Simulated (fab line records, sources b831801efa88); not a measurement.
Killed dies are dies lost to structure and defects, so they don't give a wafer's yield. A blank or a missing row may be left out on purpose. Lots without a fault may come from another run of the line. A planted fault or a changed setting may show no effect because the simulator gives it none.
Which tool did it? | flow gf180mcu | 24 lots, 72 wafers sampled, at 6 steps of a route of 602

WHAT THE GAUGES READ, wafer by wafer
GF_V3_RS_MEAS_24: measures by four-point-probe. Usual: V3_W_RS 0.314 ohm/sq, standard deviation 0.0032.
lot  | measured     | on            | V3_W_RS (ohm/sq)  | flag
L074 | day 22 14:07 | film_metro-02 | 0.323 0.322 0.319 |
L075 | day 22 20:25 | film_metro-02 | 0.316 0.305 0.313 |
L076 | day 23 14:16 | film_metro-02 | 0.318 0.315 0.314 |
L077 | day 23 20:10 | film_metro-03 | 0.317 0.311 0.309 |
L078 | day 24 02:01 | film_metro-01 | 0.315 0.317 0.306 |
L079 | day 24 07:55 | film_metro-03 | 0.311 0.315 0.314 |
L080 | day 24 22:31 | film_metro-01 | 0.318 0.314 0.319 |
L081 | day 25 02:04 | film_metro-01 | 0.312 0.317 0.314 |
L082 | day 25 17:40 | film_metro-01 | 0.320 0.315 0.320 |
L083 | day 25 20:47 | film_metro-01 | 0.315 0.315 0.316 |
L084 | day 26 03:14 | film_metro-03 | 0.317 0.317 0.316 |
L085 | day 26 14:58 | film_metro-02 | 0.313 0.312 0.311 |
L086 | day 26 21:04 | film_metro-03 | 0.315 0.313 0.312 |
L087 | day 27 03:02 | film_metro-01 | 0.312 0.313 0.312 |
L088 | day 27 14:26 | film_metro-03 | 0.315 0.315 0.318 |
L089 | day 27 14:58 | film_metro-02 | 0.317 0.315 0.316 |
L090 | day 27 22:10 | film_metro-01 | 0.314 0.313 0.306 |
L091 | day 28 05:11 | film_metro-03 | 0.313 0.314 0.317 |
L092 | day 28 12:10 | film_metro-01 | 0.312 0.316 0.312 |
L093 | day 28 20:46 | film_metro-01 | 0.318 0.310 0.313 |
L094 | day 29 02:54 | film_metro-03 | 0.311 0.309 0.310 |
L095 | day 29 13:08 | film_metro-01 | 0.308 0.309 0.310 |
L096 | day 29 14:11 | film_metro-01 | 0.312 0.312 0.312 |
L097 | day 29 18:44 | film_metro-03 | 0.312 0.314 0.313 |

GF_MIM_THK_MEAS_06. Usual: MIM_CVD_05_THK 41.5 nm, standard deviation 0.69.
lot  | measured     | on            | MIM_CVD_05_THK (nm) | flag
L074 | day 24 16:11 | film_metro-04 | 40.7 41.8 41.2      |
L075 | day 24 20:40 | film_metro-02 | 41.6 41.6 41.8      |
L076 | day 25 17:04 | film_metro-04 | 41.5 41.0 42.2      |
L077 | day 25 19:49 | film_metro-02 | 40.7 41.4 41.0      |
L078 | day 26 01:20 | film_metro-04 | 41.2 42.0 42.0      |
L079 | day 26 06:33 | film_metro-02 | 40.1 40.4 41.3      |
L080 | day 26 21:22 | film_metro-01 | 42.0 41.8 41.9      |
L081 | day 27 00:19 | film_metro-01 | 41.9 40.4 41.4      |
L082 | day 27 13:14 | film_metro-04 | 40.8 42.1 42.5      |
L083 | day 27 18:31 | film_metro-01 | 41.4 41.6 41.1      |
L084 | day 28 00:01 | film_metro-04 | 42.0 42.4 42.4      |
L085 | day 28 10:22 | film_metro-04 | 40.0 42.0 40.7      |
L086 | day 28 16:44 | film_metro-04 | 41.3 42.6 42.9      |
L087 | day 28 23:02 | film_metro-04 | 40.7 41.2 41.0      |
L088 | day 29 09:18 | film_metro-01 | 42.4 41.8 42.0      |
L089 | day 29 10:31 | film_metro-02 | 39.9 40.3 40.1      |
L090 | day 29 16:09 | film_metro-01 | 40.3 41.0 41.4      |
L091 | day 29 23:02 | film_metro-02 | 41.8 40.9 42.5      |
L092 | day 30 06:01 | film_metro-01 | 41.0 40.8 41.8      |
L093 | day 30 21:12 | film_metro-02 | 42.7 42.0 42.4      |
L094 | day 30 20:13 | film_metro-04 | 41.5 40.8 41.6      |
L095 | day 31 06:09 | film_metro-02 | 41.0 41.2 41.8      |
L096 | day 31 06:58 | film_metro-04 | 41.0 41.5 41.5      |
L097 | day 31 11:41 | film_metro-04 | 41.5 41.6 40.8      |

WHICH TOOL RAN EACH LOT (tool, then ch and the chambers of the sampled wafers, then the start)
lot  | GF_CONTACT_SPUTTER_23        | GF_M4_SPUTTER_03             | GF_V4_CVD_23                  | GF_MIM_SPUTTER_02
L074 | pvd_sputter-04, day 16 06:13 | pvd_sputter-01, day 22 14:58 | cvd_w-01 ch 0,1, day 24 13:36 | pvd_sputter-01, day 24 16:04
L075 | pvd_sputter-01, day 16 11:25 | pvd_sputter-04, day 22 21:04 | cvd_w-02 ch 0,1, day 24 19:49 | pvd_sputter-03, day 24 20:32
L076 | pvd_sputter-03, day 17 05:10 | pvd_sputter-01, day 23 14:55 | cvd_w-01 ch 0,1, day 25 16:14 | pvd_sputter-02, day 25 16:57
L077 | pvd_sputter-03, day 17 10:50 | pvd_sputter-01, day 23 20:47 | cvd_w-02 ch 0, day 25 18:53   | pvd_sputter-03, day 25 19:41
L078 | pvd_sputter-01, day 17 17:14 | pvd_sputter-01, day 24 02:39 | cvd_w-01 ch 0, day 26 00:30   | pvd_sputter-02, day 26 01:13
L079 | pvd_sputter-04, day 18 01:55 | pvd_sputter-02, day 24 08:33 | cvd_w-02 ch 0,1, day 26 05:43 | pvd_sputter-03, day 26 06:26
L080 | pvd_sputter-01, day 18 16:33 | pvd_sputter-01, day 24 23:09 | cvd_w-02 ch 0,1, day 26 20:31 | pvd_sputter-02, day 26 21:14
L081 | pvd_sputter-01, day 18 20:23 | pvd_sputter-02, day 25 02:42 | cvd_w-02 ch 0,1, day 26 23:28 | pvd_sputter-02, day 27 00:11
L082 | pvd_sputter-01, day 19 09:27 | pvd_sputter-01, day 25 18:16 | cvd_w-02 ch 0,1, day 27 12:25 | pvd_sputter-01, day 27 13:06
L083 | pvd_sputter-03, day 19 16:26 | pvd_sputter-01, day 25 21:23 | cvd_w-02 ch 0,1, day 27 17:41 | pvd_sputter-01, day 27 18:22
L084 | pvd_sputter-03, day 20 01:47 | pvd_sputter-04, day 26 03:53 | cvd_w-01 ch 0,1, day 27 23:11 | pvd_sputter-03, day 27 23:54
L085 | pvd_sputter-04, day 20 11:54 | pvd_sputter-02, day 26 15:35 | cvd_w-01 ch 0,1, day 28 09:30 | pvd_sputter-03, day 28 10:14
L086 | pvd_sputter-03, day 20 21:47 | pvd_sputter-01, day 26 21:43 | cvd_w-02 ch 0,1, day 28 15:53 | pvd_sputter-01, day 28 16:36
L087 | pvd_sputter-04, day 21 04:35 | pvd_sputter-01, day 27 03:41 | cvd_w-01 ch 0,1, day 28 22:12 | pvd_sputter-01, day 28 22:55
L088 | pvd_sputter-03, day 21 15:52 | pvd_sputter-02, day 27 15:12 | cvd_w-02 ch 0,1, day 29 08:27 | pvd_sputter-01, day 29 09:11
L089 | pvd_sputter-04, day 21 16:55 | pvd_sputter-04, day 27 15:36 | cvd_w-02 ch 0,1, day 29 09:40 | pvd_sputter-03, day 29 10:23
L090 | pvd_sputter-03, day 22 02:53 | pvd_sputter-04, day 27 22:48 | cvd_w-01 ch 1, day 29 15:10   | pvd_sputter-02, day 29 16:01
L091 | pvd_sputter-04, day 22 11:47 | pvd_sputter-01, day 28 05:48 | cvd_w-02 ch 0,1, day 29 22:10 | pvd_sputter-01, day 29 22:55
L092 | pvd_sputter-01, day 22 16:04 | pvd_sputter-02, day 28 12:48 | cvd_w-01 ch 1, day 30 05:10   | pvd_sputter-02, day 30 05:53
L093 | pvd_sputter-03, day 23 04:40 | pvd_sputter-02, day 28 21:24 | cvd_w-02 ch 0,1, day 30 13:27 | pvd_sputter-03, day 30 21:05
L094 | pvd_sputter-01, day 23 13:05 | pvd_sputter-04, day 29 03:31 | cvd_w-02 ch 0,1, day 30 19:22 | pvd_sputter-03, day 30 20:05
L095 | pvd_sputter-04, day 23 23:44 | pvd_sputter-02, day 29 13:47 | cvd_w-02 ch 0,1, day 31 05:18 | pvd_sputter-01, day 31 06:02
L096 | pvd_sputter-03, day 24 02:43 | pvd_sputter-01, day 29 14:47 | cvd_w-01 ch 0,1, day 31 06:08 | pvd_sputter-02, day 31 06:50
L097 | pvd_sputter-03, day 24 07:01 | pvd_sputter-02, day 29 19:21 | cvd_w-02 ch 0,1, day 31 10:50 | pvd_sputter-03, day 31 11:34
- GF_CONTACT_SPUTTER_23: material TiN, target thk 10 nm, time 40 s.
- GF_M4_SPUTTER_03: material Ti, target thk 10 nm, time 6.7 s.
- GF_V4_CVD_23: deposits W, target thk 350 nm, time 104.9 s.
- GF_MIM_SPUTTER_02: material AlCu, target thk 450 nm, time 23.9 s.

WHAT THE TOOLS THEMSELVES READ (means of the sampled wafers that have a number; where no wafer has one, the mark that the record gives instead)
GF_CONTACT_SPUTTER_23. Usual: throttle_valve_pct 30.0 %, standard deviation 1.5.
lot  | tool           | throttle_valve_pct (%) | flag
L074 | pvd_sputter-04 | 30.1                   |
L075 | pvd_sputter-01 | 28.9                   |
L076 | pvd_sputter-03 | 31.1                   |
L077 | pvd_sputter-03 | 31.2                   |
L078 | pvd_sputter-01 | 29.5                   |
L079 | pvd_sputter-04 | 30.2                   |
L080 | pvd_sputter-01 | 27.6                   |
L081 | pvd_sputter-01 | 28.8                   |
L082 | pvd_sputter-01 | 29.7                   |
L083 | pvd_sputter-03 | 30.8                   |
L084 | pvd_sputter-03 | 30.6                   |
L085 | pvd_sputter-04 | 30.7                   |
L086 | pvd_sputter-03 | 30.5                   |
L087 | pvd_sputter-04 | 30.2                   |
L088 | pvd_sputter-03 | 30.4                   |
L089 | pvd_sputter-04 | 30.3                   |
L090 | pvd_sputter-03 | 31.6                   |
L091 | pvd_sputter-04 | 30.0                   |
L092 | pvd_sputter-01 | 28.8                   |
L093 | pvd_sputter-03 | 30.2                   |
L094 | pvd_sputter-01 | 27.9                   |
L095 | pvd_sputter-04 | 30.7                   |
L096 | pvd_sputter-03 | 29.6                   |
L097 | pvd_sputter-03 | 30.1                   |

GF_M4_SPUTTER_03. Usual: throttle_valve_pct 29.6 %, standard deviation 1.5.
lot  | tool           | throttle_valve_pct (%) | flag
L074 | pvd_sputter-01 | 28.1                   |
L075 | pvd_sputter-04 | 30.6                   |
L076 | pvd_sputter-01 | 29.6                   |
L077 | pvd_sputter-01 | 28.6                   |
L078 | pvd_sputter-01 | 27.9                   |
L079 | pvd_sputter-02 | 30.8                   |
L080 | pvd_sputter-01 | 27.2                   |
L081 | pvd_sputter-02 | 30.7                   |
L082 | pvd_sputter-01 | 28.6                   |
L083 | pvd_sputter-01 | 27.7                   |
L084 | pvd_sputter-04 | 30.3                   |
L085 | pvd_sputter-02 | 30.6                   |
L086 | pvd_sputter-01 | 29.9                   |
L087 | pvd_sputter-01 | 28.8                   |
L088 | pvd_sputter-02 | 30.2                   |
L089 | pvd_sputter-04 | 30.2                   |
L090 | pvd_sputter-04 | 30.2                   |
L091 | pvd_sputter-01 | 29.4                   |
L092 | pvd_sputter-02 | 30.8                   |
L093 | pvd_sputter-02 | 30.3                   |
L094 | pvd_sputter-04 | 30.6                   |
L095 | pvd_sputter-02 | 30.8                   |
L096 | pvd_sputter-01 | 29.2                   |
L097 | pvd_sputter-02 | 30.3                   |

GF_V4_CVD_23. Usual: heater_power_outer_w 571 W, standard deviation 21; heater_power_w 896 W, standard deviation 86.
lot  | tool     | heater_power_outer_w (W) | heater_power_w (W) | flag
L074 | cvd_w-01 | 587                      | 898                |
L075 | cvd_w-02 | 559                      | 863                |
L076 | cvd_w-01 | 592                      | 895                |
L077 | cvd_w-02 | 587                      | 987                |
L078 | cvd_w-01 | 586                      | 876                |
L079 | cvd_w-02 | 567                      | 919                |
L080 | cvd_w-02 | 562                      | 849                |
L081 | cvd_w-02 | 556                      | 852                |
L082 | cvd_w-02 | 555                      | 846                |
L083 | cvd_w-02 | 552                      | 856                |
L084 | cvd_w-01 | 576                      | 902                |
L085 | cvd_w-01 | 576                      | 892                |
L086 | cvd_w-02 | 561                      | 858                |
L087 | cvd_w-01 | 571                      | 892                |
L088 | cvd_w-02 | 558                      | 856                |
L089 | cvd_w-02 | 580                      | 938                |
L090 | cvd_w-01 | 571                      | 904                |
L091 | cvd_w-02 | 572                      | 939                |
L092 | cvd_w-01 | 569                      | 892                |
L093 | cvd_w-02 | 556                      | 864                |
L094 | cvd_w-02 | 560                      | 848                |
L095 | cvd_w-02 | 579                      | 924                |
L096 | cvd_w-01 | 591                      | 890                |
L097 | cvd_w-02 | 572                      | 921                |

GF_MIM_SPUTTER_02. Usual: throttle_valve_pct 29.9 %, standard deviation 1.5.
lot  | tool           | throttle_valve_pct (%) | flag
L074 | pvd_sputter-01 | 28.2                   |
L075 | pvd_sputter-03 | 30.4                   |
L076 | pvd_sputter-02 | 30.7                   |
L077 | pvd_sputter-03 | 30.0                   |
L078 | pvd_sputter-02 | 30.4                   |
L079 | pvd_sputter-03 | 31.2                   |
L080 | pvd_sputter-02 | 30.4                   |
L081 | pvd_sputter-02 | 30.2                   |
L082 | pvd_sputter-01 | 28.2                   |
L083 | pvd_sputter-01 | 28.3                   |
L084 | pvd_sputter-03 | 30.4                   |
L085 | pvd_sputter-03 | 31.3                   |
L086 | pvd_sputter-01 | 27.9                   |
L087 | pvd_sputter-01 | 27.7                   |
L088 | pvd_sputter-01 | 27.8                   |
L089 | pvd_sputter-03 | 31.3                   |
L090 | pvd_sputter-02 | 30.1                   |
L091 | pvd_sputter-01 | 28.3                   |
L092 | pvd_sputter-02 | 31.1                   |
L093 | pvd_sputter-03 | 31.0                   |
L094 | pvd_sputter-03 | 31.2                   |
L095 | pvd_sputter-01 | 28.5                   |
L096 | pvd_sputter-02 | 30.3                   |
L097 | pvd_sputter-03 | 30.4                   |

THE ANSWER, worked out from the rows above alone
Rule: a lot is off if the mean of its wafers that have a number lies more than 3 standard deviations from the usual mean. A lot without any number at a reading at which 4 lots or more have one is off too. The other lots that the step has rows for count as sound. The gauges are gone through in route order, then the tools' own readings, and for those a lot's mean is taken as printed above. The first step at which some lot is off is used, and at that step the reading that is off furthest; a lot without a number counts as furthest.
No lot is off at any reading shown: from this, nothing can be told.

WHAT THE SIMULATOR HAD PUT IN
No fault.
